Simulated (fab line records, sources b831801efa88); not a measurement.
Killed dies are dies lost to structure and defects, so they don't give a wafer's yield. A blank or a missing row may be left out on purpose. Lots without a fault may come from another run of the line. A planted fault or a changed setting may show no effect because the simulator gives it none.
A struck lot beside a sound one | flow sky130 | 34 steps out of a route of 708
Sound: wafers L360.2, L360.4, L360.5. Struck: wafers L353.4, L353.5. The cause comes at the end.
At each step with rows: each side's tool, then ch and its chambers, then its first start. Under that, the readings that differ: sound wafers | struck wafers | difference of the means | sigmas: that difference in standard deviations of wafers without a fault.
alike: readings whose means differ by less than 2 such deviations, and words and numbers that are the same on both sides. not compared: withheld readings, readings that some wafer has no value for, bounds like >300 that may hide the same value, and numbers for which the record gives no deviation and whose values overlap.
The two part at a step that has a row with sigmas, a row that says differs or no value, or rows on one side only. Numbers that don't overlap but have no deviation are shown without sigmas and don't part them. A reading that every wafer of one side lacks parts them only if that side has two wafers or more.

first, 4 steps without rows for these wafers: SKY_METAL5_SOFTBAKE_10 (time 60 s); SKY_METAL5_EXPOSE_11 (exposes mask MM5, target cd 1600 nm); SKY_METAL5_PEB_12; SKY_METAL5_DEVELOP_13 (develop time 60 s).
SKY_METAL5_DESCUM_14: chemistry O2, time 11 s.
  sound on rie_metal-01 ch 0, day 49 15:50; struck on rie_metal-01 ch 0,1, day 48 16:43
  alike: drypump_motor_current_A, he_backside_leak_sccm, oes_product_au
  not compared: rf_hours_counter_h
then, 1 step without rows for these wafers: SKY_METAL5_METAL_ETCH_15 (etches the open film in Cl2/BCl3, stops on SiO2, target depth 1260 nm, time 252 s).
SKY_METAL5_STRIP_16: strips in O2/N2.
  sound on plasma_asher-02 ch 0,1, day 49 16:05; struck on plasma_asher-01 ch 0, day 48 17:00
  alike: drypump_motor_current_A, oes_product_au, strip_time_to_endpoint_s
  not compared: rf_hours_counter_h
then, 4 steps without rows for these wafers: SKY_METAL5_STRIP_17 (strips in post etch residue remover, time 1200 s); SKY_METAL5_CLEAN_18 (cleans in IPA, time 180 s); SKY_METAL5_CLEAN_19 (cleans in O3/DIW); SKY_PASSIVATION_CVD_00 (deposits SiO2, target thk 90 nm).
SKY_PASSIVATION_THK_MEAS_01:
  sound on film_metro-02, day 49 16:46; struck on film_metro-01, day 48 17:42
  alike: PASSIVATION_CVD_00_THK
SKY_PASSIVATION_CVD_02: deposits Si3N4, target thk 540 nm.
  sound on pecvd-01 ch 0,1,2, day 49 16:49; struck on pecvd-04 ch 0,1, day 48 17:50
  reading                                       | sound             | struck      | difference | sigmas
  model.Si3N4_of_PASSIVATION_CVD_02.thk_nm (nm) | 530.1 541.5 548.6 | 785.5 783.4 | +244.4     |
  alike: heater_power_w
SKY_PASSIVATION_THK_MEAS_03:
  sound on film_metro-01, day 49 17:03; struck on film_metro-03, day 48 18:13
  reading                     | sound       | struck  | difference | sigmas
  PASSIVATION_CVD_02_THK (nm) | 530 542 549 | 785 783 | +244       | +35
  not compared: hold
then, 6 steps without rows for these wafers: SKY_PASSIVATION_HMDS_05 (prime time 60 s); SKY_PASSIVATION_COAT_06 (resist thk 3000 nm); SKY_PASSIVATION_SOFTBAKE_07; SKY_PASSIVATION_EXPOSE_08 (exposes mask NSM, target cd 3000 nm); SKY_PASSIVATION_PEB_09; SKY_PASSIVATION_DEVELOP_10 (develop time 60 s).
SKY_PASSIVATION_ETCH_11: etches the open film in CF4/O2, stops on AlCu, target depth 725 nm, time 161.1 s.
  sound on rie_diel-04 ch 0,1, day 50 09:53; struck on rie_diel-03 ch 1,2, day 49 11:35
  reading                | sound             | struck      | difference | sigmas
  throttle_valve_pct (%) | 5.953 5.952 5.943 | 5.966 5.976 | +0.022     | +2
  alike: drypump_motor_current_A, oes_product_au
  not compared: rf_hours_counter_h, model.PASSIVATION.feature_depth_nm, model.etch.depth_nm
SKY_PASSIVATION_STRIP_12: strips in O2/N2.
  sound on plasma_asher-04 ch 0, day 50 09:59; struck on plasma_asher-02 ch 0,1, day 49 11:44
  alike: drypump_motor_current_A, oes_product_au, strip_time_to_endpoint_s
  not compared: rf_hours_counter_h
then, 7 steps without rows for these wafers: SKY_PAD_OPEN_DEHYDRATE_00 (time 60 s); SKY_PAD_OPEN_HMDS_01 (prime time 60 s); SKY_PAD_OPEN_COAT_02 (resist thk 3000 nm); SKY_PAD_OPEN_SOFTBAKE_03; SKY_PAD_OPEN_EXPOSE_04 (exposes mask PDM, target cd 60000 nm); SKY_PAD_OPEN_PEB_05; SKY_PAD_OPEN_DEVELOP_06 (develop time 60 s).
SKY_PAD_OPEN_ETCH_07: etches the open film in CF4/O2, stops on AlCu, target depth 725 nm, time 161.1 s.
  sound on rie_diel-01 ch 0,1, day 51 01:50; struck on rie_diel-02 ch 0,1, day 50 05:11
  reading                     | sound       | struck  | difference | sigmas
  drypump_motor_current_A (A) | 5.7 5.2 5.2 | 6.3 6.4 | +1.0       | +2
  alike: oes_product_au, throttle_valve_pct
  not compared: rf_hours_counter_h
SKY_PAD_OPEN_STRIP_08: strips in O2/N2.
  sound on plasma_asher-04 ch 1, day 51 01:56; struck on plasma_asher-01 ch 0, day 50 05:19
  alike: drypump_motor_current_A, oes_product_au, strip_time_to_endpoint_s
  not compared: rf_hours_counter_h
SKY_PAD_OPEN_STRIP_09: strips in post etch residue remover, time 1200 s.
  sound on wet_bench-01 ch 2, day 51 02:02; struck on wet_bench-01 ch 2, day 50 05:23
  reading                                       | sound             | struck      | difference | sigmas
  model.Si3N4_of_PASSIVATION_CVD_02.thk_nm (nm) | 529.8 541.1 548.2 | 785.1 783.1 | +244.4     |
  alike: bath_guard_temp_C
then, 1 step without rows for these wafers: SKY_PAD_OPEN_CLEAN_10 (cleans in IPA, time 180 s).
SKY_PAD_OPEN_PROBE_99:
  sound on prober-02, day 51 04:12; struck on prober-01, day 50 18:09
  reading                               | sound             | struck                                              | difference                   | sigmas
  hold                                  | - - -             | await_dispo/10.1h/release await_dispo/10.1h/release | no value on the sound wafers |
  killed_at_front_end                   | 19 24 19          | 13 7                                                | -11                          | -2
  model.etest.tester.sort_n_pass        | 407 383 412       | 87 277                                              | -219                         |
  model.etest.tester.sort_yield_pct (%) | 82.72 77.85 83.74 | 17.68 56.3                                          | -44.45                       |
  model.etest.tester.sort_bin_5_pct (%) | 11.18 13.01 9.35  | 74.59 37.8                                          | +45.02                       |
  model.etest.tester.sort_bin_8_pct (%) | 0 0 0             | 0.001191 0.0002168                                  | +0.000704                    |
  alike: defect_limited_yield, killed_at_M0_to_M3, killed_at_M4_up, killed_at_contacts, killed_at_other, killed_dies, killed_open, killed_short
  not compared: model.etest.pad.probe_ohm

WHERE THEY PART
First at SKY_PASSIVATION_THK_MEAS_03; last, within this record, at SKY_PAD_OPEN_PROBE_99.

WHY: what the simulator had put in
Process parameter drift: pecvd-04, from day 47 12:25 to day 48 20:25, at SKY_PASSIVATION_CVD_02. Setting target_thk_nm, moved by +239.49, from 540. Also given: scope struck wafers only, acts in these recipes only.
